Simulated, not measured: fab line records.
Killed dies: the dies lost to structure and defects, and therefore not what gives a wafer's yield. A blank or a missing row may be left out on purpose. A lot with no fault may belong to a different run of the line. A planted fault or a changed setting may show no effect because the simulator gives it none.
Which of the tools did it? :: flow gf180mcu :: route of 602 steps, sampled at 1 step: 14 lots, 42 wafers

== WHAT THE GAUGES SHOWED, per wafer ==
GF_M4_CD_MEAS_14 targets a cd of 280 nm.
lot: L369
measured: day 25 14:04
on: cdSem-02
cdNm (nm): 280.8 280.8 280.5

lot: L370
measured: day 26 03:58
on: cdSem-01
cdNm (nm): 281.0 281.0 281.9

lot: L371
measured: day 26 05:57
on: cdSem-02
cdNm (nm): 280.4 280.4 280.4

lot: L372
measured: day 26 18:14
on: cdSem-02
cdNm (nm): 284.5 283.9 284.6

lot: L373
measured: day 27 03:40
on: cdSem-02
cdNm (nm): 279.9 280.5 279.5

lot: L374
measured: day 27 14:35
on: cdSem-01
cdNm (nm): 279.4 279.6 279.9

lot: L382
measured: day 29 15:02
on: cdSem-01
cdNm (nm): 282.2 282.2 282.6

lot: L384
measured: day 29 23:03
on: cdSem-02
cdNm (nm): 279.2 279.3 279.3

lot: L387
measured: day 31 02:16
on: cdSem-02
cdNm (nm): 281.5 281.1 280.8

lot: L388
measured: day 31 02:26
on: cdSem-01
cdNm (nm): 279.1 279.9 278.6

lot: L389
measured: day 31 08:29
on: cdSem-02
cdNm (nm): 281.5 281.7 280.9

lot: L390
measured: day 31 15:34
on: cdSem-01
cdNm (nm): 281.2 281.6 282.3

lot: L391
measured: day 32 00:25
on: cdSem-01
cdNm (nm): 278.4 279.1 278.9

lot: L386
measured: day 32 01:39
on: cdSem-01
cdNm (nm): 281.5 281.7 282.1

== EACH LOT AND THE TOOL THAT RAN IT (in order: tool; ch and the chambers of the sampled wafers; start) ==
Record: no process step prior to these readings.

== AS READ BY THE TOOLS THEMSELVES (means over the sampled wafers that have a number; for cases with no such wafer, the mark the record gives instead) ==
The record holds no such reading with a usual standard deviation.

== THE ANSWER, worked out from the rows above alone ==
Rule: what is usual is taken from the lots themselves. The widest of any qualifying gaps counts: lots, ordered by their means at a reading, are off when they make up no more than a third of the lots, leave a main group of 4 or more, and stand apart from it by 3 or more times the standard deviation of that group's means. If all means in a main group match to the digits the tables above print for the reading, that group is not used. Also off: a lot with no number at a reading for which 4 or more lots have one. Where the step has rows for the other lots, those lots are counted as sound. Order of review: gauges by route order, followed by the tools' own readings, for which a lot's mean as printed above is used. At the first step where some lot is off, the reading lying furthest off is the one used; lots without a number count as furthest.
None of the lots is off at any reading shown; this tells nothing.

== WHAT THE SIMULATOR HAD INSERTED ==
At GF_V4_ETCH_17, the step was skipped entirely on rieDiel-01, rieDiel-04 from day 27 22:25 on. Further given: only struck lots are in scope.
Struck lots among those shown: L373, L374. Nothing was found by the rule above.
